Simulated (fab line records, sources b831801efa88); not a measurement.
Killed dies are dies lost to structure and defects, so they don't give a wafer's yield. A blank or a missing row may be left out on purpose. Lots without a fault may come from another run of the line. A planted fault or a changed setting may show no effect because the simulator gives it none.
Which tool did it? | flow sky130 | 12 lots, 36 wafers sampled, at 3 steps of a route of 708

WHAT THE GAUGES READ, wafer by wafer
SKY_VIA3_RS_MEAS_22: measures by four-point-probe.
lot  | measured     | on            | VIA3_W_RS (ohm/sq)
L075 | day 40 08:14 | film_metro-01 | 0.298 0.291 0.294
L077 | day 40 14:32 | film_metro-03 | 0.292 0.290 0.287
L079 | day 41 06:08 | film_metro-01 | 0.287 0.292 0.285
L081 | day 42 01:35 | film_metro-04 | 0.297 0.299 0.294
L083 | day 42 08:19 | film_metro-04 | 0.292 0.292 0.290
L085 | day 42 19:13 | film_metro-04 | 0.298 0.302 0.300
L087 | day 43 09:39 | film_metro-03 | 0.290 0.294 0.287
L089 | day 44 04:29 | film_metro-01 | 0.291 0.291 0.286
L091 | day 44 13:21 | film_metro-03 | 0.302 0.301 0.297
L093 | day 45 04:43 | film_metro-01 | 0.298 0.295 0.296
L095 | day 45 12:22 | film_metro-03 | 0.295 0.293 0.297
L097 | day 45 23:06 | film_metro-01 | 0.302 0.292 0.293

WHICH TOOL RAN EACH LOT (tool, then ch and the chambers of the sampled wafers, then the start)
lot  | SKY_CAPM_SPUTTER_02          | SKY_METAL3_STRIP_19
L075 | pvd_sputter-03, day 37 01:00 | plasma_asher-01 ch 1, day 39 05:40
L077 | pvd_sputter-03, day 37 08:14 | plasma_asher-01 ch 0,1, day 39 12:13
L079 | pvd_sputter-03, day 38 01:01 | plasma_asher-04 ch 0,1, day 40 03:34
L081 | pvd_sputter-03, day 38 20:56 | plasma_asher-04 ch 0,1, day 40 23:07
L083 | pvd_sputter-03, day 39 04:25 | plasma_asher-04 ch 0,1, day 41 06:16
L085 | pvd_sputter-03, day 39 15:36 | plasma_asher-03 ch 0,1, day 41 17:16
L087 | pvd_sputter-04, day 40 07:07 | plasma_asher-03 ch 0,1, day 42 08:16
L089 | pvd_sputter-03, day 41 02:51 | plasma_asher-03 ch 0,1, day 43 03:19
L091 | pvd_sputter-03, day 41 11:31 | plasma_asher-01 ch 0,1, day 43 11:49
L093 | pvd_sputter-04, day 42 06:25 | plasma_asher-04 ch 0,1, day 44 04:46
L095 | pvd_sputter-03, day 42 13:03 | plasma_asher-01 ch 0,1, day 44 12:22
L097 | pvd_sputter-03, day 43 01:12 | plasma_asher-03 ch 1, day 44 23:10
- SKY_CAPM_SPUTTER_02: material TiN, target thk 200 nm, time 166.7 s.
- SKY_METAL3_STRIP_19: strips in O2/N2.

THE ANSWER, worked out from the rows above alone
Rule: what is usual is taken from the lots themselves. Put in order of their means at a reading, lots are off if they are a third of the lots or fewer, leave a main group of 4 or more, and stand apart from it by a gap of 3 or more times the standard deviation of the main group's means; of several such gaps the widest counts. A main group whose means are all the same, to the digits that the tables above print for the reading, isn't used. A lot without any number at a reading at which 4 lots or more have one is off too. The other lots that the step has rows for count as sound.
No lot is off at any reading shown: from this, nothing can be told.

WHAT THE SIMULATOR HAD PUT IN
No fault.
